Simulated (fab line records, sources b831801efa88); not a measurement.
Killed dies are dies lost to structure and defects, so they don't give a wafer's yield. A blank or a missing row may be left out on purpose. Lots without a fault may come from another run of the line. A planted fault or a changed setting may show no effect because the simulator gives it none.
A struck lot beside a sound one | flow sky130 | 43 steps out of a route of 708
Sound: wafers L721.2, L721.3, L721.5. Struck: wafers L730.4, L730.5, L730.6. The cause comes at the end.
At each step with rows: each side's tool, then ch and its chambers, then its first start. Under that, the readings that differ: sound wafers | struck wafers | difference of the means | sigmas: that difference in standard deviations of wafers without a fault.
alike: readings whose means differ by less than 2 such deviations, and words and numbers that are the same on both sides. not compared: withheld readings, readings that some wafer has no value for, bounds like >300 that may hide the same value, and numbers for which the record gives no deviation and whose values overlap.
The two part at a step that has a row with sigmas, a row that says differs or no value, or rows on one side only. Numbers that don't overlap but have no deviation are shown without sigmas and don't part them. A reading that every wafer of one side lacks parts them only if that side has two wafers or more.

first, 5 steps without rows for these wafers: SKY_VIA2_STRIP_16 (strips in O2/N2); SKY_VIA2_STRIP_17 (strips in post etch residue remover, time 1200 s); SKY_VIA2_CLEAN_18 (cleans in IPA, time 180 s); SKY_VIA2_CLEAN_19 (cleans in O3/DIW); SKY_VIA2_SPUTTER_20 (material TiN, target thk 20 nm, time 80 s).
SKY_VIA2_CVD_21: deposits W, target thk 420 nm, time 126.4 s.
  sound on cvd_w-01 ch 0,1, day 39 03:06; struck on cvd_w-01 ch 0,1, day 41 07:56
  alike: heater_power_w
SKY_VIA2_RS_MEAS_22: measures by four-point-probe.
  sound on film_metro-03, day 39 03:15; struck on film_metro-01, day 41 08:04
  alike: VIA2_W_RS
SKY_VIA2_THK_MEAS_23: measures by xrf.
  sound on film_metro-03, day 39 03:22; struck on film_metro-01, day 41 08:10
  reading         | sound       | struck      | difference | sigmas
  VIA2_W_THK (nm) | 428 434 441 | 413 416 414 | -20        | -3
SKY_VIA2_CMP_24: polishes, stops on SiO2, t overpolish 20 s, target thk 0 nm.
  sound on cmp-01 ch 0,3, day 39 04:00; struck on cmp-01 ch 0,1, day 41 08:11
  alike: motor_current_A, overpolish_run_s, slurry_flow_ml_min, time_to_endpoint_s
then, 1 step without rows for these wafers: SKY_METAL3_SPUTTER_00 (material Ti, target thk 15 nm, time 10 s).
SKY_METAL3_SPUTTER_01: material TiN, target thk 20 nm, time 16.7 s.
  sound on pvd_sputter-01, day 39 04:19; struck on pvd_sputter-01, day 41 08:31
  alike: throttle_valve_pct
SKY_METAL3_SPUTTER_02: material AlCu, target thk 735 nm, time 39.1 s.
  sound on pvd_sputter-01, day 39 04:21; struck on pvd_sputter-01, day 41 08:32
  alike: throttle_valve_pct
SKY_METAL3_SPUTTER_03: material Ti, target thk 5 nm, time 3.3 s.
  sound on pvd_sputter-01, day 39 04:23; struck on pvd_sputter-01, day 41 08:35
  alike: throttle_valve_pct
then, 1 step without rows for these wafers: SKY_METAL3_SPUTTER_04 (material TiN, target thk 70 nm, time 58.3 s).
SKY_CAPM_CVD_00: deposits SiO2, target thk 15.5 nm.
  sound on pecvd-02 ch 0,1, day 39 04:27; struck on pecvd-02 ch 0,2, day 41 08:40
  alike: heater_power_w
SKY_CAPM_THK_MEAS_01:
  sound on film_metro-01, day 39 04:30; struck on film_metro-01, day 41 08:43
  alike: CAPM_CVD_00_THK
then, 1 step without rows for these wafers: SKY_CAPM_SPUTTER_02 (material TiN, target thk 200 nm, time 166.7 s).
SKY_CAPM_RS_MEAS_03: measures by four-point-probe.
  sound on film_metro-03, day 39 04:41; struck on film_metro-03, day 41 08:55
  alike: CAPM_TIN_RS
SKY_CAPM_THK_MEAS_04: measures by xrf.
  sound on film_metro-03, day 39 04:47; struck on film_metro-03, day 41 09:00
  alike: CAPM_TIN_THK
then, 7 steps without rows for these wafers: SKY_CAPM_DEHYDRATE_05 (time 60 s); SKY_CAPM_HMDS_06 (prime time 60 s); SKY_CAPM_COAT_07 (resist thk 1140 nm); SKY_CAPM_SOFTBAKE_08 (time 60 s); SKY_CAPM_EXPOSE_09 (exposes mask CAPM, target cd 1000 nm); SKY_CAPM_PEB_10; SKY_CAPM_DEVELOP_11 (develop time 60 s).
SKY_CAPM_OVL_MEAS_12:
  sound on overlay-01, day 40 06:05; struck on overlay-01, day 42 09:28
  alike: CAPM_OVL
then, 13 steps without rows for these wafers: SKY_CAPM_METAL_ETCH_13 (etches TiN in Cl2/BCl3, stops on SiO2, target depth 220 nm, time 62.9 s); SKY_CAPM_STRIP_14 (strips in O2/N2); SKY_CAPM_STRIP_15 (strips in post etch residue remover, time 1200 s); SKY_CAPM_CLEAN_16 (cleans in IPA, time 180 s); SKY_CAPM_CLEAN_17 (cleans in O3/DIW); SKY_METAL3_DEHYDRATE_05 (time 60 s); SKY_METAL3_HMDS_06 (prime time 60 s); SKY_METAL3_COAT_07 (resist thk 60 nm); SKY_METAL3_COAT_08 (resist thk 1140 nm); SKY_METAL3_SOFTBAKE_09 (time 90 s); SKY_METAL3_EXPOSE_10 (exposes mask MM3, target cd 300 nm); SKY_METAL3_PEB_11; SKY_METAL3_DEVELOP_12 (develop time 60 s).
SKY_METAL3_CD_MEAS_13: target cd 300 nm.
  sound on cd_sem-02, day 41 08:02; struck on cd_sem-01, day 43 10:22
  alike: cd_nm
SKY_METAL3_OVL_MEAS_14:
  sound on overlay-01, day 41 08:08; struck on overlay-02, day 43 10:27
  alike: METAL3_OVL
-- the record jumps here: 7 days lie between the struck wafers' starts before and after (it left off in module METAL3 and takes up again in module PAD_OPEN, whose first step shown is number 708 of the route) --
SKY_PAD_OPEN_PROBE_99:
  the record has rows for the struck wafers here (prober-01, day 50 00:49) and none for the sound ones

WHERE THEY PART
First at SKY_VIA2_THK_MEAS_23; last, within this record, at SKY_PAD_OPEN_PROBE_99.

WHY: what the simulator had put in
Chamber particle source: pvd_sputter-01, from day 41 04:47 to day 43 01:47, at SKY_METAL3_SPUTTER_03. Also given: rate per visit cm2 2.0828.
